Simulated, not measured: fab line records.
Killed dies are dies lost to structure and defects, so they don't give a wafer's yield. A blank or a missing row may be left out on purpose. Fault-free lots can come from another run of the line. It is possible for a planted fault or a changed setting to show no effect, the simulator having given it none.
Comparing a struck lot with a sound one | flow sky130 | 44 out of 708 route steps
Sound: wafers L672.3, L672.5, L672.6. Struck: wafers L685.3, L685.6. At the end, the cause is stated.
Each step with rows lists, per side, the tool, then ch with its chambers, then its first start. Under that, the readings that differ: sound wafers | struck wafers | difference of the means | sigmas: that difference in standard deviations of wafers without a fault.
alike: readings whose means differ by less than 2 such deviations, and words and numbers that are the same on both sides. not compared: withheld readings, readings that some wafer has no value for, bounds like >300 that may hide the same value, and numbers for which the record gives no deviation and whose values overlap.
A row with sigmas, a row that says differs or no value, or rows on one side alone: a step with any of these is where the two part. Non-overlapping numbers with no deviation appear without sigmas and do not part them. A reading missing from all wafers of one side parts the sides only when that side holds two or more wafers.

SKY_NWELL_RS_MEAS_29: measurement is done with a four-point probe.
  struck on filmMetro-04, day 9 18:23; sound on filmMetro-03, day 6 06:02
  alike: NWELL_RS
SKY_NWELL_RS_MEAS_31: measurement is done with a four-point probe.
  struck on filmMetro-04, day 9 18:38; sound on filmMetro-03, day 6 06:17
  alike: PWDE_RS
then, 7 steps without rows for these wafers: SKY_VT_ADJUST_HVTP_DEHYDRATE_00 (time 60 s); SKY_VT_ADJUST_HVTP_HMDS_01 (prime time 60 s); SKY_VT_ADJUST_HVTP_COAT_02 (resist thk 1140 nm); SKY_VT_ADJUST_HVTP_SOFTBAKE_03 (time 60 s); SKY_VT_ADJUST_HVTP_EXPOSE_04 (exposes mask HVTPM, target cd 380 nm); SKY_VT_ADJUST_HVTP_PEB_05; SKY_VT_ADJUST_HVTP_DEVELOP_06 (develop time 60 s).
SKY_VT_ADJUST_HVTP_CD_MEAS_07: the cd target is 380 nm.
  struck on cdSem-01, day 10 17:17; sound on cdSem-01, day 7 01:14
  alike: cdNm
SKY_VT_ADJUST_HVTP_OVL_MEAS_08:
  struck on overlay-02, day 10 17:23; sound on overlay-02, day 7 01:20
  alike: VT_ADJUST_HVTP_OVL
SKY_VT_ADJUST_HVTP_IMPLANT_09:
  sound on implanter-04 ch 0, day 7 01:25; struck on implanter-01 ch 0, day 10 17:28
SKY_VT_ADJUST_HVTP_STRIP_10: strips in O2/N2.
  sound on plasmaAsher-03 ch 0,1, day 7 01:32; struck on plasmaAsher-04 ch 0,1, day 10 17:35
  alike: drypumpMotorCurrentA, oesProductAu, stripTimeToEndpointS
  not compared: rfHoursCounterH
SKY_VT_ADJUST_HVTP_TW_MEAS_11:
  struck on filmMetro-03, day 10 17:41; sound on filmMetro-04, day 7 01:38
reading           | sound          | struck    | difference | sigmas
VT_ADJUST_HVTP_TW | 1344 1343 1344 | 1319 1315 | -27        | -3
then, 7 steps without rows for these wafers: SKY_VT_ADJUST_LVTN_DEHYDRATE_00 (time 60 s); SKY_VT_ADJUST_LVTN_HMDS_01 (prime time 60 s); SKY_VT_ADJUST_LVTN_COAT_02 (resist thk 3000 nm); SKY_VT_ADJUST_LVTN_SOFTBAKE_03; SKY_VT_ADJUST_LVTN_EXPOSE_04 (exposes mask NWM COMPLEMENT LESS NATIVE, target cd 840 nm); SKY_VT_ADJUST_LVTN_PEB_05; SKY_VT_ADJUST_LVTN_DEVELOP_06 (develop time 60 s).
SKY_VT_ADJUST_LVTN_OVL_MEAS_07:
  struck on overlay-02, day 11 17:22; sound on overlay-02, day 7 21:13
  alike: VT_ADJUST_LVTN_OVL
then, 1 step without rows for these wafers: SKY_VT_ADJUST_LVTN_IMPLANT_08.
SKY_VT_ADJUST_LVTN_STRIP_09: strips in O2/N2.
  sound on plasmaAsher-01 ch 0,1, day 7 21:26; struck on plasmaAsher-04 ch 0, day 11 17:35
reading                  | sound             | struck      | difference | sigmas
stripTimeToEndpointS (s) | 37.08 37.00 36.95 | 36.89 36.66 | -0.23      | -2
  alike: drypumpMotorCurrentA, oesProductAu
  not compared: rfHoursCounterH
SKY_VT_ADJUST_LVTN_TW_MEAS_10:
  struck on filmMetro-02, day 11 17:40; sound on filmMetro-01, day 7 21:31
reading           | sound             | struck      | difference | sigmas
VT_ADJUST_LVTN_TW | 235.2 234.8 235.5 | 241.5 240.9 | +6.0       | +2
then, 7 steps without rows for these wafers: SKY_VT_ADJUST_LVTN_DEHYDRATE_11 (time 60 s); SKY_VT_ADJUST_LVTN_HMDS_12 (prime time 60 s); SKY_VT_ADJUST_LVTN_COAT_13 (resist thk 1140 nm); SKY_VT_ADJUST_LVTN_SOFTBAKE_14 (time 60 s); SKY_VT_ADJUST_LVTN_EXPOSE_15 (exposes mask HVN STD DERIVED, target cd 600 nm); SKY_VT_ADJUST_LVTN_PEB_16; SKY_VT_ADJUST_LVTN_DEVELOP_17 (develop time 60 s).
SKY_VT_ADJUST_LVTN_OVL_MEAS_18:
  struck on overlay-01, day 12 17:39; sound on overlay-02, day 8 17:51
reading                    | sound         | struck    | difference | sigmas
VT_ADJUST_LVTN_01_OVL (nm) | -0.1 0.2 -1.0 | -3.6 -3.2 | -3.1       | -2
then, 1 step without rows for these wafers: SKY_VT_ADJUST_LVTN_IMPLANT_19.
SKY_VT_ADJUST_LVTN_STRIP_20: strips in O2/N2.
  sound on plasmaAsher-02 ch 0,1, day 8 18:04; struck on plasmaAsher-04 ch 0,1, day 12 17:52
  alike: drypumpMotorCurrentA, oesProductAu, stripTimeToEndpointS
  not compared: rfHoursCounterH
SKY_VT_ADJUST_LVTN_TW_MEAS_21:
  struck on filmMetro-01, day 12 17:57; sound on filmMetro-04, day 8 18:09
reading             | sound             | struck      | difference | sigmas
VT_ADJUST_LVTN_2_TW | 188.3 187.8 188.8 | 183.0 183.3 | -5.2       | -3
then, 5 steps without rows for these wafers: SKY_VT_ADJUST_NCORE_DEHYDRATE_00 (time 60 s); SKY_VT_ADJUST_NCORE_HMDS_01 (prime time 60 s); SKY_VT_ADJUST_NCORE_COAT_02 (resist thk 1140 nm); SKY_VT_ADJUST_NCORE_SOFTBAKE_03 (time 60 s); SKY_VT_ADJUST_NCORE_EXPOSE_04 (exposes mask LVTN COMPLEMENT THIN, target cd 380 nm).
-- record jumps: 6 days separate the struck wafers' starts on either side; left off in module VT_ADJUST_NCORE, taken up again in module SONOS_ONO, whose first shown step is the route's number 181 --
SKY_SONOS_ONO_CD_MEAS_13: the cd target is 410 nm.
  struck on cdSem-02, day 18 14:11; sound on cdSem-02, day 17 21:26
  alike: cdNm
  not compared: hold
SKY_SONOS_ONO_OVL_MEAS_14:
  struck on overlay-01, day 18 16:04; sound on overlay-02, day 17 21:32
reading            | sound       | struck                                          | difference                   | sigmas
hold               | - - -       | awaitDispo/1.8h/release awaitDispo/1.8h/release | no value on the sound wafers | 
SONOS_ONO_OVL (nm) | 1.2 1.9 0.3 | -2.2 -2.6                                       | -3.5                         | -2
-- record jumps: 31 days separate the struck wafers' starts on either side; left off in module SONOS_ONO, taken up again in module PAD_OPEN, whose first shown step is the route's number 708 --
SKY_PAD_OPEN_PROBE_99:
  struck on prober-01, day 49 23:40; sound on prober-02, day 49 13:18
reading                              | sound                   | struck       | difference | sigmas
model.etest.tipP.rsOhmSqRange        | 205.4 182.6 106.4       | 999.5 986.1  | +828.0     | 
model.etest.pfet_01v8.driveUaUmRange | 12.92 7.205 7.849       | 40.97 40.57  | +31.45     | 
model.etest.pfet_01v8.vtVRange       | 0.01607 0.01815 0.01442 | 0.157 0.1458 | +0.135     | 
  alike: killed_at_M0_to_M3, killed_at_M4_up, killedAtContacts, killedAtFrontEnd, killedAtOther, killedDies, killedOpen, killedShort

== WHERE THEY PART ==
Last at SKY_SONOS_ONO_OVL_MEAS_14 as far as this record goes, first at SKY_VT_ADJUST_HVTP_TW_MEAS_11. Later steps at which nothing parts them and some readings are alike: SKY_PAD_OPEN_PROBE_99.

WHY: whatever the simulator had introduced
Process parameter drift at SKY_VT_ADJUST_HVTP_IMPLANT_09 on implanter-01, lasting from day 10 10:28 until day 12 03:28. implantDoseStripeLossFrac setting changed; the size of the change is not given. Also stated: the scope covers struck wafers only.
